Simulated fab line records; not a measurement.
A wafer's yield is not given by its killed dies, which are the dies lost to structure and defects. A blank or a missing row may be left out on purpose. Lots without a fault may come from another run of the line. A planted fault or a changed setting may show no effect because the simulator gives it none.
A single fault, viewed from 2 desks || flow gf180mcu || only its own numbers are on each desk; what lay behind them is given at the end

## THE TOOL OWNER'S DESK: cvd w-01
The tool's own readings at GF_V4_CVD_23 (deposits W, target thk 350 nm, time 104.9 s): means of the sampled wafers that have a number, for each lot that ran on this tool. The brackets show how far a lot's mean lies from the usual mean; more than 4 standard deviations puts the lot out of limits, marked OUT.
Columns: A = heater power w at GF_V4_CVD_23, usual 922 W
{"lot": "L664", "first seen here": "day 25 12:09", "A": 927}
{"lot": "L667", "first seen here": "day 26 22:17", "A": 949}
{"lot": "L680", "first seen here": "day 30 16:33", "A": 901}
{"lot": "L681", "first seen here": "day 31 01:04", "A": 912}
This desk found nothing out of limits on any of the 4 lots.

## AT THE METROLOGY DESK
What the gauges read, lot by lot, whatever tool the lot ran on: means of the sampled wafers that have a number. The brackets show how far a lot's mean lies from the usual mean; more than 4 standard deviations puts the lot out of limits, marked OUT.
Columns: A = V4_BOW at GF_V4_BOW_MEAS_05, usual 135 um; B = V4_W_RS at GF_V4_RS_MEAS_24, usual 0.327 ohm/sq; C = V4_W_THK at GF_V4_THK_MEAS_25, usual 357 nm
{"lot": "L660", "first seen here": "day 23 04:08", "A": 133, "B": 0.330, "C": 359}
{"lot": "L661", "first seen here": "day 23 18:41", "A": 134, "B": 0.324, "C": 365}
{"lot": "L662", "first seen here": "day 24 09:56", "A": 135, "B": 0.332, "C": 345}
{"lot": "L664", "first seen here": "day 24 13:08", "A": 149, "B": 0.326, "C": 358}
{"lot": "L667", "first seen here": "day 25 23:52", "A": 148, "B": 0.325, "C": 360}
{"lot": "L669", "first seen here": "day 26 09:41", "A": 147, "B": 0.328, "C": 357}
{"lot": "L675", "first seen here": "day 28 07:59", "A": 138, "B": 0.331, "C": 343}
{"lot": "L680", "first seen here": "day 29 22:07", "A": 142, "B": "0.414 (+26) OUT", "C": "293 (-10) OUT"}
{"lot": "L681", "first seen here": "day 30 06:43", "A": 134, "B": "0.415 (+26) OUT", "C": "286 (-11) OUT"}
{"lot": "L683", "first seen here": "day 30 15:47", "A": 141, "B": 0.329, "C": 351}
This desk's finding: out of limits on L680, L681; first on L680, day 30 16:40 (V4_W_RS at GF_V4_RS_MEAS_24). L660, L661, L662, L664, L667, L669, L675, L683: within limits.

## TAKEN TOGETHER
An alarm was possible from the metrology desk at day 30 16:40, on L680, L681.
Nothing out of limits was seen by the tool owner's desk.
On record at the tool owner's desk: L680, L681, within its limits.
The lots listed all ran GF_V4_CVD_23 on cvd w-01.

## WHAT THE SIMULATOR PUT IN
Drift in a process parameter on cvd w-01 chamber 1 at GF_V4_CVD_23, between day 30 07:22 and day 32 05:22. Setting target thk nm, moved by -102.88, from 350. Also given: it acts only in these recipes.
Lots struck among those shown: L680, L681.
Hours from the fault's start to each desk's first reading out of limits: the metrology desk, 9.
